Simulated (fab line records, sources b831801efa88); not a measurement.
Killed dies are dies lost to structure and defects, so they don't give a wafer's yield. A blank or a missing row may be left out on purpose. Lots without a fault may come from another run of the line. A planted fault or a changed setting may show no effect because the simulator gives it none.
fab line records | flow sky130
record lots=11 wafers=33 last_day=50
route steps=708 shown CAPM@541 VIA3@574 PAD_OPEN@708
lots that met no fault: from a run of the same line without faults
start_h: hours from the record's first day to the start of the lot's first wafer shown | wait_h: hours since the lot's step before | " the same as in the row above | L1.1+2: a row that stands for several wafers | - no value, or no start given | * or withheld: withheld | < > ~ a bound
route shown NAME@n: a module of which the file shows steps, and the number in the route of the first | usual: mean/standard deviation of fault-free wafers | same: alike in all rows | chamber/n: place in a boat | sites: the reading at each site | _std_site: their standard deviation | _edge_site: outer sites' mean less inner sites' | radius_mm: how far each site lies from the wafer's centre | mask NAME#n: copy n | behind: the tool/chamber that last shaped the wafer | hold: why the lot was held/for how many hours/how that ended | device: the transistor (n, p or np) that didn't switch | end of line: the same wafers' tests at the end of the route | a step without rows: its recipe alone | killed: dies lost to structure and defects at the first sort, not the wafer's yield | map: a wafer's dies, x killed, . not, _ none there
set.NAME: the setting as run; set.NAME@STEP: as run at that earlier step | model.NAME: the simulator's own value behind a step, which no gauge read
steps of the route over a sample of lots; a table a step, a row a wafer
services: from which hour (start_h, from the record's first day; less than 0 if before it) a tool's chamber was out of use, for how many hours, and why
## steps
# step SKY_CAPM_THK_MEAS_04
# recipe thk_meas_gauge=xrf reads=TiN_of_CAPM_SPUTTER_02
# usual CAPM_TIN_THK=202.3/2.6
# columns lot.wafer tool chamber start_h wait_h CAPM_TIN_THK[nm]
L229.2 film_metro-04 - 873.92 0.1 201.2
L229.4 " - " " 204.6
L229.5 " - " " 202.0
L232.1 film_metro-02 - 908.67 0.1 204.7
L232.3 " - " " 202.6
L232.6 " - " " 204.2
L235.1 film_metro-03 - 920.01 0.1 202.4
L235.2 " - " " 203.5
L235.6 " - " " 203.7
L234.2 film_metro-03 - 926.21 0.1 202.3
L234.4 " - " " 204.2
L234.5 " - " " 200.4
L236.1 film_metro-04 - 927.36 0.1 203.8
L236.4 " - " " 206.3
L236.5 " - " " 204.7
L239.1 film_metro-04 - 957.49 0.1 200.8
L239.4 " - " " 202.3
L239.5 " - " " 200.9
L240.1 film_metro-03 - 962.81 0.1 196.7
L240.2 " - " " 201.7
L240.6 " - " " 198.0
L241.2 film_metro-02 - 966.66 0.1 199.5
L241.3 " - " " 199.6
L241.5 " - " " 201.6
L242.1 film_metro-02 - 971.41 0.1 205.4
L242.2 " - " " 204.4
L242.5 " - " " 202.7
L246.1 film_metro-03 - 997.22 0.1 197.2
L246.2 " - " " 200.2
L246.6 " - " " 198.8
L248.1 film_metro-04 - 1025.84 0.1 207.9
L248.3 " - " " 204.8
L248.5 " - " " 205.4
# step SKY_VIA3_THK_MEAS_01
# recipe reads=SiO2_of_VIA3_HDPCVD_00
# usual VIA3_HDPCVD_THK=1630/18
# columns lot.wafer tool chamber start_h wait_h VIA3_HDPCVD_THK[nm]
L229.2 film_metro-03 - 927.17 0.1 1640
L229.4 " - " " 1624
L229.5 " - " " 1588
L232.1 film_metro-01 - 960.12 0.1 1630
L232.3 " - " " 1611
L232.6 " - " " 1653
L235.1 film_metro-04 - 970.78 0.1 1626
L235.2 " - " " 1639
L235.6 " - " " 1626
L234.2 film_metro-03 - 976.48 0.1 1619
L234.4 " - " " 1616
L234.5 " - " " 1613
L236.1 film_metro-01 - 978.52 0.1 1630
L236.4 " - " " 1664
L236.5 " - " " 1648
L239.1 film_metro-03 - 1007.08 0.1 1642
L239.4 " - " " 1624
L239.5 " - " " 1628
L240.1 film_metro-04 - 1010.98 0.1 1650
L240.2 " - " " 1643
L240.6 " - " " 1630
L241.2 film_metro-04 - 1015.45 0.1 1636
L241.3 " - " " 1593
L241.5 " - " " 1650
L242.1 film_metro-01 - 1020.38 0.1 1624
L242.2 " - " " 1644
L242.5 " - " " 1654
L246.1 film_metro-04 - 1044.87 0.1 1626
L246.2 " - " " 1614
L246.6 " - " " 1632
L248.1 film_metro-01 - 1070.92 0.1 1602
L248.3 " - " " 1607
L248.5 " - " " 1612
# step SKY_VIA3_COAT_07
# recipe resist=KrF-thick spin_rpm=3000 resist_thk_nm=450
# usual chill_plate_temp_C=22.99/0.098 spin_speed_rpm=3000.2/2.5
# columns lot.wafer tool chamber start_h wait_h chill_plate_temp_C spin_speed_rpm
L229.2 litho_track-03 0 940 - 22.96 3002.4
L229.4 " 0 " " 23.02 2995.2
L229.5 " 0 " " 23.05 3000.2
L232.1 litho_track-03 0 972 - 23.03 3001.5
L232.3 " 0 " " 22.92 2998.9
L232.6 " 0 " " 22.93 2999.9
L235.1 litho_track-03 0 983 - 22.83 3002.1
L235.2 " 0 " " 22.88 3003.2
L235.6 " 0 " " 22.83 3000.6
L234.2 litho_track-02 0 988 - 22.85 2997.3
L234.4 " 0 " " 22.98 2999.7
L234.5 " 0 " " 23.08 2999.8
L236.1 litho_track-04 0 990 - 23.09 2995.2
L236.4 " 0 " " 22.99 2998.8
L236.5 " 0 " " 23.12 2996.1
L239.1 litho_track-04 0 1018 - 23.08 3001.4
L239.4 " 0 " " 22.97 2998.8
L239.5 " 0 " " 22.96 2999.2
L240.1 litho_track-04 0 1022 - 22.94 3754.5
L240.2 " 0 " " 22.80 3755.2
L240.6 " 0 1023 - 23.02 3759.0
L241.2 litho_track-03 0 1027 - 23.04 2999.8
L241.3 " 0 " " 22.95 3002.5
L241.5 " 0 " " 22.94 3004.1
L242.1 litho_track-04 0 1032 - 22.95 3758.5
L242.2 " 0 " " 22.96 3755.5
L242.5 " 0 " " 23.09 3755.5
L246.1 litho_track-04 0 1055 - 22.98 3757.0
L246.2 " 0 " " 22.90 3758.0
L246.6 " 0 1056 - 23.18 3756.8
L248.1 litho_track-02 0 1081 - 23.16 3002.2
L248.3 " 0 1082 - 23.07 3002.5
L248.5 " 0 " " 23.01 2997.3
# step SKY_VIA3_STRIP_16
# recipe chemistry=O2/N2 power_w=1400 pressure_mtorr=1500 platen_temp_c=withheld o2_flow_sccm=3000 n2_flow_sccm=300 overash_fraction=0.5
# usual drypump_motor_current_A=5.6/0.36 oes_product_au=0.402/0.005 strip_time_to_endpoint_s=4.127/0.027
# columns lot.wafer tool chamber start_h wait_h drypump_motor_current_A oes_product_au rf_hours_counter_h strip_time_to_endpoint_s
L229.2 plasma_asher-02 0 952.67 0.0 5.9 0.403 111 4.107
L229.4 " 1 " " 5.5 0.409 - 4.157
L229.5 " 0 " " 5.8 0.403 - 4.090
L232.1 plasma_asher-02 1 985.18 0.0 5.4 0.404 114 4.090
L232.3 " 0 " " 5.9 0.393 - 4.104
L232.6 " 1 " " 5.5 0.398 - 4.080
L235.1 plasma_asher-01 1 995.12 0.0 5.2 0.399 56 4.121
L235.2 " 0 " " 5.2 0.405 56 4.179
L235.6 " 1 " " 5.2 0.400 - 4.115
L234.2 plasma_asher-02 1 1001.28 0.0 5.4 0.403 116 4.163
L234.4 " 1 " " 5.5 0.411 - 4.125
L234.5 " 0 " " 5.8 0.409 - 4.131
L236.1 plasma_asher-02 0 1002.52 0.0 5.9 0.400 116 4.172
L236.4 " 0 " " 5.9 0.405 - 4.135
L236.5 " 0 " " 5.9 0.403 - 4.128
L239.1 plasma_asher-01 1 1030.43 0.0 5.2 0.411 59 4.138
L239.4 " 0 " " 5.2 0.412 - 4.165
L239.5 " 1 " " 5.2 0.402 - 4.181
L240.1 plasma_asher-01 0 1035.47 0.0 5.2 0.386 60 3.561
L240.2 " 1 " " 5.2 0.373 60 3.657
L240.6 " 1 " " 5.2 0.375 - 3.586
L241.2 plasma_asher-02 0 1039.59 0.0 5.9 0.408 119 4.138
L241.3 " 0 " " 5.8 0.407 - 4.099
L241.5 " 1 " " 5.5 0.402 - 4.111
L242.1 plasma_asher-02 1 1043.54 0.0 5.5 0.383 119 3.638
L242.2 " 0 " " 5.9 0.377 119 3.597
L242.5 " 1 " " 5.5 0.373 - 3.585
L246.1 plasma_asher-04 0 1066.87 0.0 6.0 0.379 32 3.614
L246.2 " 1 " " 6.0 0.381 32 3.619
L246.6 " 0 " " 6.1 0.383 - 3.621
L248.1 plasma_asher-01 0 1092.12 0.0 5.2 0.409 66 4.114
L248.3 " 1 " " 5.2 0.395 - 4.083
L248.5 " 1 " " 5.2 0.404 - 4.131
# step SKY_VIA3_SPUTTER_20
# recipe material=TiN target_thk_nm=20 chamber_pressure_pa=5 power_w=4000 time_s=80
# usual throttle_valve_pct=29.6/1.2
# columns lot.wafer tool chamber start_h wait_h throttle_valve_pct
L229.2 pvd_sputter-02 - 953.30 0.0 29.2
L229.4 " - " " 28.2
L229.5 " - " " 29.3
L232.1 pvd_sputter-04 - 985.77 0.0 30.6
L232.3 " - " " 30.5
L232.6 " - " " 30.4
L235.1 pvd_sputter-02 - 995.76 0.0 29.4
L235.2 " - " " 29.3
L235.6 " - " " 28.4
L234.2 pvd_sputter-02 - 1001.88 0.0 29.6
L234.4 " - " " 29.2
L234.5 " - " " 29.1
L236.1 pvd_sputter-04 - 1003.12 0.0 30.6
L236.4 " - " " 28.8
L236.5 " - " " 30.6
L239.1 pvd_sputter-02 - 1031.02 0.0 28.3
L239.4 " - " " 29.4
L239.5 " - " " 28.5
L240.1 pvd_sputter-02 - 1036.06 0.0 29.5
L240.2 " - " " 28.3
L240.6 " - " " 28.3
L241.2 pvd_sputter-01 - 1040.19 0.0 32.1
L241.3 " - " " 29.0
L241.5 " - " " 28.2
L242.1 pvd_sputter-02 - 1044.13 0.0 29.2
L242.2 " - " " 29.5
L242.5 " - " " 29.3
L246.1 pvd_sputter-01 - 1067.52 0.0 29.0
L246.2 " - " " 31.1
L246.6 " - " " 31.9
L248.1 pvd_sputter-04 - 1092.77 0.0 30.6
L248.3 " - " " 28.8
L248.5 " - " " 30.4
# step SKY_PAD_OPEN_PROBE_99
# usual defect_limited_yield=82.5/1.9 killed_at_M0_to_M3=42/6.9 killed_at_M4_up=3.2/1.7 killed_at_contacts=25/5.1 killed_at_front_end=15/4.5 killed_at_other=0.4/0.63 killed_dies=86/9.3 killed_open=46/7 killed_short=39/6.9 sort_bin_3_pad_short=0.9/0.45 sort_bin_5_function=10.4/1.5 sort_bin_6_memory=6.3/1.1 sort_n_pass=406/9.3 sort_yield_pct=82.5/1.9
# same gross_dies=492 killed_at_back_side=0 sort_bin_4_leakage[%]=0 sort_bin_8_speed[%]=0
# columns lot.wafer tool chamber start_h wait_h defect_limited_yield[%] killed_at_M0_to_M3 killed_at_M4_up killed_at_contacts killed_at_front_end killed_at_other killed_dies killed_open killed_short sort_bin_3_pad_short[%] sort_bin_5_function[%] sort_bin_6_memory[%] sort_n_pass sort_yield_pct[%]
L246.6 prober-02 - 1189.43 0.2 80.5 49 3 25 19 0 96 50 46 0.6 11.4 7.5 396 80.5
# killed by level:class
L246.6 VIA2:geometric_particle:open=14 VIA1:geometric_particle:open=9 CONTACT:geometric_particle:short=8 POLY_GATE:geometric_particle:short=7 METAL2:geometric_particle:short=6 CONTACT:geometric_particle:open=5 LI_CONTACT:geometric_particle:open=5 VIA3:geometric_particle:short=5
## services
# columns tool chamber start_h hours kind
pvd_sputter-02 1 925.89 - consumable_replace:kit
pvd_sputter-02 1 925.89 18.0 scheduled_down
pvd_sputter-02 1 925.89 18.0 vent_cycle
plasma_asher-02 - 929.95 3.3 repair
plasma_asher-02 - 954.02 2.8 pm
pvd_sputter-01 - 1002.54 1.3 repair
plasma_asher-02 - 1010.55 5.3 repair
plasma_asher-02 - 1015.91 2.4 repair
pvd_sputter-02 0 1025.53 - consumable_replace:kit
pvd_sputter-02 0 1025.53 18.0 scheduled_down
pvd_sputter-02 0 1025.53 18.0 vent_cycle
pvd_sputter-04 0 1029.33 - consumable_replace:kit
pvd_sputter-04 0 1029.33 18.0 scheduled_down
pvd_sputter-04 0 1029.33 18.0 vent_cycle
pvd_sputter-01 1 1031.14 - consumable_replace:kit
pvd_sputter-01 1 1031.14 18.0 scheduled_down
plasma_asher-02 - 1046.43 1.7 repair
plasma_asher-02 - 1055.25 9.0 pm
plasma_asher-02 0 1055.25 9.0 vent_cycle
plasma_asher-02 1 1055.25 9.0 vent_cycle
plasma_asher-02 0 1064.25 - clean
plasma_asher-02 1 1064.25 - clean
pvd_sputter-02 - 1064.29 6.9 repair
pvd_sputter-02 - 1088.73 0.6 repair
## key
first_sign step=SKY_VIA3_COAT_07 reading=spin_speed_rpm direction=up sigmas=99+ usual=3000.2 struck=3756.7
effect step=SKY_VIA3_STRIP_16 reading=strip_time_to_endpoint_s direction=down sigmas=19 usual=* struck=*
met_at SKY_VIA3_COAT_07
struck_lots L240,L242,L246
not_acting_at SKY_CAPM_THK_MEAS_04,SKY_VIA3_THK_MEAS_01,SKY_VIA3_SPUTTER_20
onset_between 1018 1022
fault kind=process_parameter_drift tool=litho_track-04 chamber=- onset_h=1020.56 steps=SKY_VIA3_COAT_07 channel=spin_rpm offset=755.54 shape=step end_h=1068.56 acts_in=these_recipes_only stated=3000
